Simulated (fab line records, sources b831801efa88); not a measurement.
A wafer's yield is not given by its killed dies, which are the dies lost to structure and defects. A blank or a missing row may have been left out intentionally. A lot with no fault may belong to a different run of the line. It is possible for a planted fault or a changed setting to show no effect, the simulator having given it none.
2 desks looking at one fault    flow gf180mcu    what lay behind the numbers comes last; until then each desk has only its own

== FOR THE TOOL OWNER'S DESK: rie_si-01 ==
The tool's own readings at GF_POLY_GATE_ETCH_13 (etches poly-Si in HBr/Cl2, stops on SiO2, target depth 198.5 nm, time 69.6 s): means of the sampled wafers that have a number, for each lot that ran on this tool. Any lot whose mean is over 4 standard deviations away from the usual mean is out of limits and marked OUT; that distance is given in the brackets.
Columns: A = drypump_motor_current_A at GF_POLY_GATE_ETCH_13, usual 5.8 A; B = oes_product_au at GF_POLY_GATE_ETCH_13, usual 0.991 a.u.; C = run_length_s at GF_POLY_GATE_ETCH_13, usual 97.88 s; D = throttle_valve_pct at GF_POLY_GATE_ETCH_13, usual 33.685 %
lot   first seen here  A    B      C                D
L711  day 9 22:38      5.8  0.999  98.16            33.686
L712  day 10 04:23     5.6  0.984  97.78            33.686
L714  day 10 23:42     5.8  0.987  97.79            33.673
L715  day 11 14:11     5.9  0.998  98.01            33.685
L717  day 11 16:19     5.8  0.981  97.75            33.691
L720  day 12 18:48     5.9  0.990  98.14            33.692
L726  day 14 10:31     5.8  0.998  74.32 (-79) OUT  33.683
L727  day 14 17:31     5.6  1.000  86.36 (-38) OUT  33.680
This desk's finding: out of limits on L726, L727; first on L726, day 14 10:31 (run_length_s at GF_POLY_GATE_ETCH_13). In limits: L711, L712, L714, L715, L717, L720.

== METROLOGY DESK ==
Lot by lot, what the gauges showed, no matter which tool ran the lot: averages of those sampled wafers that carry a number. Any lot whose mean is over 4 standard deviations away from the usual mean is out of limits and marked OUT; that distance is given in the brackets.
Columns: A = HV_LDD_TW at GF_HV_LDD_TW_MEAS_11, usual 2427
lot   first seen here  A
L709  day 10 00:26     2427
L710  day 10 10:52     2424
L711  day 10 19:34     2427
L712  day 11 03:43     2420
L713  day 11 09:26     2426
L714  day 11 20:12     2418
L715  day 12 13:39     2436
L716  day 12 13:57     2439
L717  day 12 14:55     2432
L720  day 13 17:32     2446
L723  day 14 14:03     2420
L726  day 15 10:22     2418
L727  day 15 17:08     2424
This desk found nothing out of limits on any of the 13 lots.

== ALL TOGETHER ==
The tool owner's desk had the chance to raise an alarm at day 14 10:31 on L726, L727.
At the metrology desk, nothing out of limits was observed.
The metrology desk has L726, L727 on record, within its limits.
Of the lots named, all ran GF_POLY_GATE_ETCH_13 on rie_si-01.

== WHAT WAS PUT IN BY THE SIMULATOR ==
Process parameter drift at GF_POLY_GATE_ETCH_13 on rie_si-01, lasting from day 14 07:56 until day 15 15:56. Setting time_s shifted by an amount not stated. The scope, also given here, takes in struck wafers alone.
Struck lots among those shown: L726, L727.
Time in hours from fault onset to the first out-of-limits reading at each desk: the tool owner's desk, 3.
